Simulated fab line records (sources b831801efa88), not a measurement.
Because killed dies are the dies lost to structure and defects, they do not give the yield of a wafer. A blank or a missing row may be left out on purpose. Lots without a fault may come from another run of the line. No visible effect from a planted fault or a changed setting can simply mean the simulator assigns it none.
Struck lot and sound lot, side by side / flow gf180mcu / 14 out of 602 route steps
Sound: wafers L269.1, L269.3, L269.6. Wafers struck: L271.2, L271.4, L271.6. The cause is named last.
Order at every step that has rows: each side's tool, ch and its chambers, its first start. Under that, the readings that differ: sound wafers / struck wafers / difference of the means / sigmas: that difference in standard deviations of wafers without a fault.
alike: same words and numbers on both sides, and readings whose means sit less than 2 such deviations apart. not compared: any withheld reading, any reading some wafer has no value for, any bound like >300 that may hide the same value, and any number with overlapping values for which the record gives no deviation.
A row with sigmas, a row that says differs or no value, or rows on one side alone: a step with any of these is where the two part. Numbers that have no deviation but don't overlap get no sigmas and don't part them. A reading that every wafer of one side lacks parts them only if that side has two wafers or more.

GF_SAB_STRIP_13: strips in O2/N2.
  sound on plasma_asher-03 ch 0,1, day 18 00:07; struck on plasma_asher-01 ch 0,1, day 19 06:07
  alike: drypump_motor_current_A, heater_power_w, oes_product_au, strip_time_to_endpoint_s
  not compared: rf_hours_counter_h
then, 2 steps without rows for these wafers: GF_SALICIDE_CLEAN_00 (cleans in SC1/SC2, time 150 s); GF_SALICIDE_WET_ETCH_01 (etches SiO2 in dHF, target depth 5 nm, time 100 s).
GF_SALICIDE_SPUTTER_02: material Co, target thk 10 nm, time 20 s.
  sound: pvd_sputter-04 at day 18 00:18; struck: pvd_sputter-01 at day 19 06:17
  alike: throttle_valve_pct
GF_SALICIDE_SPUTTER_03: material TiN, target thk 20 nm, time 16.7 s.
  sound: pvd_sputter-04 at day 18 00:20; struck: pvd_sputter-01 at day 19 06:19
  alike: throttle_valve_pct
GF_SALICIDE_RS_MEAS_04: measurement is done with a four-point probe.
  sound: film_metro-03 at day 18 00:22; struck: film_metro-04 at day 19 06:22
  alike: SALICIDE_TIN_RS
GF_SALICIDE_THK_MEAS_05: measures by xrf.
  sound: film_metro-03 at day 18 00:29; struck: film_metro-04 at day 19 06:29
  alike: SALICIDE_TIN_THK
GF_SALICIDE_RTA_06: time 30 s.
  sound on rtp_anneal-02 ch 0, day 18 00:32; struck on rtp_anneal-01 ch 0, day 19 06:32
reading=lamp_power_pct (%); sound=5.8 5.8 5.8; struck=4.9 4.9 4.9; difference=-0.9; sigmas=-2
  alike: anneal_temp_c_max, wafer_temp_C_max
then, 1 step without rows for these wafers: GF_SALICIDE_WET_ETCH_07 (etches the open film in SPM, target depth 120 nm).
GF_SALICIDE_RTA_08: time 30 s.
  sound on rtp_anneal-01 ch 0, day 18 00:44; struck on rtp_anneal-02 ch 0, day 19 06:44
reading=lamp_power_pct (%); sound=13.7 13.7 13.7; struck=16.2 16.2 16.1; difference=+2.5; sigmas=+2
  alike: anneal_temp_c_max, wafer_temp_C_max
then, 1 step without rows for these wafers: GF_CONTACT_CVD_00 (deposits SiO2, target thk 300 nm, time 50 s).
GF_CONTACT_THK_MEAS_01:
  sound: film_metro-04 at day 18 00:52; struck: film_metro-04 at day 19 06:52
  alike: CONTACT_CVD_00_THK
GF_CONTACT_CVD_02: deposits SiO2 from TEOS, target thk 860 nm, time 95.992 s.
  sound on pecvd-02 ch 0,1,2, day 18 00:56; struck on pecvd-04 ch 0,2, day 19 06:55
  no value came back on the struck wafers for heater_power_outer_w (W), heater_power_w (W); on the sound wafers heater_power_outer_w (W) reads 427 367 404
  not compared: since_wet_clean_h
GF_PASSIVATION_PROBE_99:
  the record has rows for the sound wafers here (prober-02, day 31 08:46) and none for the struck ones

## WHERE THEY PART
Earliest at GF_SALICIDE_RTA_06; latest, in this record, at GF_PASSIVATION_PROBE_99.

WHY: the cause the simulator had injected
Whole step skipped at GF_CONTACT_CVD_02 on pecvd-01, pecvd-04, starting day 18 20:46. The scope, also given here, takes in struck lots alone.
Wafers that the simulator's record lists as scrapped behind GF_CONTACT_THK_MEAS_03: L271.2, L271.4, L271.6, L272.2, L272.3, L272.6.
